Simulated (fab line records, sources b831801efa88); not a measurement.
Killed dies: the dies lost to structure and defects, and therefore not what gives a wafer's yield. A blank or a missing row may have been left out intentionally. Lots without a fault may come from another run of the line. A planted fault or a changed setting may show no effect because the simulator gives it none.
Which of the tools did it? :: flow sky130 :: 13 lots, 39 wafers sampled, at 4 steps of a route of 708

## WHAT THE GAUGES READ, wafer by wafer
SKY_VIA4_THK_MEAS_01. Usual: for VIA4_HDPCVD_THK the level is 1757 nm and the standard deviation is 17.
lot: L565
measured: day 42 01:03
on: film metro-01
VIA4_HDPCVD_THK (nm): 1748 1770 1759
flag: 

lot: L568
measured: day 42 14:23
on: film metro-02
VIA4_HDPCVD_THK (nm): 1728 1748 1749
flag: 

lot: L569
measured: day 42 20:37
on: film metro-03
VIA4_HDPCVD_THK (nm): 1771 1772 1775
flag: 

lot: L570
measured: day 43 01:42
on: film metro-03
VIA4_HDPCVD_THK (nm): 1765 1754 1760
flag: 

lot: L571
measured: day 43 06:45
on: film metro-02
VIA4_HDPCVD_THK (nm): 1745 1760 1755
flag: 

lot: L573
measured: day 43 23:50
on: film metro-02
VIA4_HDPCVD_THK (nm): 1724 1706 1697
flag: 

lot: L576
measured: day 44 14:26
on: film metro-02
VIA4_HDPCVD_THK (nm): 1734 1751 1763
flag: 

lot: L577
measured: day 45 03:04
on: film metro-01
VIA4_HDPCVD_THK (nm): 1750 1765 1751
flag: 

lot: L581
measured: day 46 08:32
on: film metro-02
VIA4_HDPCVD_THK (nm): 1738 1742 1754
flag: 

lot: L583
measured: day 46 21:51
on: film metro-01
VIA4_HDPCVD_THK (nm): 1770 1798 1779
flag: 

lot: L586
measured: day 47 20:59
on: film metro-02
VIA4_HDPCVD_THK (nm): 1779 1775 1797
flag: 

lot: L588
measured: day 47 21:40
on: film metro-03
VIA4_HDPCVD_THK (nm): 1753 1774 1777
flag: 

lot: L587
measured: day 48 01:48
on: film metro-03
VIA4_HDPCVD_THK (nm): 1767 1775 1724
flag: 

SKY_VIA4_RS_MEAS_19: the measuring method here is four-point-probe. Usual: for VIA4_W_RS the level is 0.226 ohm/sq and the standard deviation is 0.0031.
lot: L565
measured: day 43 01:59
on: film metro-03
VIA4_W_RS (ohm/sq): 0.228 0.222 0.223
flag: 

lot: L568
measured: day 43 13:59
on: film metro-01
VIA4_W_RS (ohm/sq): 0.223 0.226 0.223
flag: 

lot: L569
measured: day 43 20:45
on: film metro-03
VIA4_W_RS (ohm/sq): 0.230 0.225 0.232
flag: 

lot: L570
measured: day 44 01:24
on: film metro-01
VIA4_W_RS (ohm/sq): 0.224 0.225 0.231
flag: 

lot: L571
measured: day 44 06:20
on: film metro-02
VIA4_W_RS (ohm/sq): 0.227 0.223 0.228
flag: 

lot: L573
measured: day 44 23:07
on: film metro-01
VIA4_W_RS (ohm/sq): 0.234 0.229 0.227
flag: 

lot: L576
measured: day 45 13:13
on: film metro-01
VIA4_W_RS (ohm/sq): 0.223 0.227 0.231
flag: 

lot: L577
measured: day 46 01:56
on: film metro-01
VIA4_W_RS (ohm/sq): 0.224 0.227 0.227
flag: 

lot: L581
measured: day 47 05:48
on: film metro-03
VIA4_W_RS (ohm/sq): 0.228 0.224 0.227
flag: 

lot: L583
measured: day 47 18:55
on: film metro-02
VIA4_W_RS (ohm/sq): 0.222 0.223 0.226
flag: 

lot: L586
measured: day 48 16:59
on: film metro-02
VIA4_W_RS (ohm/sq): 0.224 0.224 0.225
flag: 

lot: L588
measured: day 48 17:25
on: film metro-03
VIA4_W_RS (ohm/sq): 0.227 0.227 0.227
flag: 

lot: L587
measured: day 48 21:06
on: film metro-03
VIA4_W_RS (ohm/sq): 0.230 0.232 0.229
flag: 

SKY_METAL5_RS_MEAS_05: the measuring method here is four-point-probe. Usual: for METAL5_ALCU_RS the level is 0.02699 ohm/sq and the standard deviation is 0.00021.
lot: L565
measured: day 43 02:38
on: film metro-03
METAL5_ALCU_RS (ohm/sq): 0.02698 0.02676 0.02705
flag: 

lot: L568
measured: day 43 14:38
on: film metro-03
METAL5_ALCU_RS (ohm/sq): 0.02699 0.0268 0.0272
flag: 

lot: L569
measured: day 43 21:34
on: film metro-04
METAL5_ALCU_RS (ohm/sq): 0.02669 0.02676 0.02688
flag: 

lot: L570
measured: day 44 02:28
on: film metro-03
METAL5_ALCU_RS (ohm/sq): 0.02691 0.02667 0.02703
flag: 

lot: L571
measured: day 44 06:59
on: film metro-03
METAL5_ALCU_RS (ohm/sq): 0.02697 0.02698 0.02687
flag: 

lot: L573
measured: day 44 23:46
on: film metro-04
METAL5_ALCU_RS (ohm/sq): 0.02732 0.027 0.02708
flag: 

lot: L576
measured: day 45 13:52
on: film metro-01
METAL5_ALCU_RS (ohm/sq): 0.02696 0.02662 0.02688
flag: 

lot: L577
measured: day 46 02:35
on: film metro-01
METAL5_ALCU_RS (ohm/sq): 0.02711 0.02696 0.02694
flag: 

lot: L581
measured: day 47 06:33
on: film metro-01
METAL5_ALCU_RS (ohm/sq): 0.02689 0.02682 0.02704
flag: 

lot: L583
measured: day 47 19:34
on: film metro-01
METAL5_ALCU_RS (ohm/sq): 0.02721 0.02717 0.02716
flag: 

lot: L586
measured: day 48 17:49
on: film metro-04
METAL5_ALCU_RS (ohm/sq): 0.02674 0.02707 0.02686
flag: 

lot: L588
measured: day 48 19:19
on: film metro-04
METAL5_ALCU_RS (ohm/sq): 0.02701 0.02662 0.02681
flag: 

lot: L587
measured: day 48 23:34
on: film metro-01
METAL5_ALCU_RS (ohm/sq): 0.02692 0.02709 0.02709
flag: 

## WHAT TOOL EACH LOT RAN ON (gives the tool, then ch and the chambers of the sampled wafers, and finally the start)
lot: L565
SKY_LOCAL_INTERCONNECT_STRIP_16: wet bench-03 ch 3, day 30 17:08

lot: L568
SKY_LOCAL_INTERCONNECT_STRIP_16: wet bench-03 ch 1, day 31 13:04

lot: L569
SKY_LOCAL_INTERCONNECT_STRIP_16: wet bench-03 ch 3, day 31 14:51

lot: L570
SKY_LOCAL_INTERCONNECT_STRIP_16: wet bench-03 ch 1, day 31 20:46

lot: L571
SKY_LOCAL_INTERCONNECT_STRIP_16: wet bench-03 ch 2, day 32 02:31

lot: L573
SKY_LOCAL_INTERCONNECT_STRIP_16: wet bench-03 ch 0, day 32 22:27

lot: L576
SKY_LOCAL_INTERCONNECT_STRIP_16: wet bench-01 ch 0, day 33 22:46

lot: L577
SKY_LOCAL_INTERCONNECT_STRIP_16: wet bench-01 ch 1, day 34 02:11

lot: L581
SKY_LOCAL_INTERCONNECT_STRIP_16: wet bench-04 ch 3, day 35 23:53

lot: L583
SKY_LOCAL_INTERCONNECT_STRIP_16: wet bench-03 ch 2, day 36 11:41

lot: L586
SKY_LOCAL_INTERCONNECT_STRIP_16: wet bench-01 ch 3, day 37 17:49

lot: L588
SKY_LOCAL_INTERCONNECT_STRIP_16: wet bench-03 ch 2, day 37 18:46

lot: L587
SKY_LOCAL_INTERCONNECT_STRIP_16: wet bench-01 ch 0, day 38 03:01
- SKY_LOCAL_INTERCONNECT_STRIP_16: strips in post etch residue remover, time 1200 s.

## WHAT THE TOOLS THEMSELVES READ (means of the sampled wafers that have a number; where no wafer has one, the mark that the record gives instead)
The record holds no such reading with a usual standard deviation.

## THE ANSWER, worked out from the rows above alone
Rule: take the mean of a lot's wafers that have a number; if it is more than 3 standard deviations from the usual mean, the lot is off. Also off: a lot with no number at a reading for which 4 or more lots have one. Where the step has rows for the other lots, those lots are counted as sound. After the gauges, taken in route order, come the tools' own readings; for these a lot's mean is taken, as printed above. At the first step where some lot is off, the reading lying furthest off is the one used; lots without a number count as furthest.
Across all readings shown, no lot is off: no conclusion can be drawn from this.

## WHAT HAD BEEN PUT IN BY THE SIMULATOR
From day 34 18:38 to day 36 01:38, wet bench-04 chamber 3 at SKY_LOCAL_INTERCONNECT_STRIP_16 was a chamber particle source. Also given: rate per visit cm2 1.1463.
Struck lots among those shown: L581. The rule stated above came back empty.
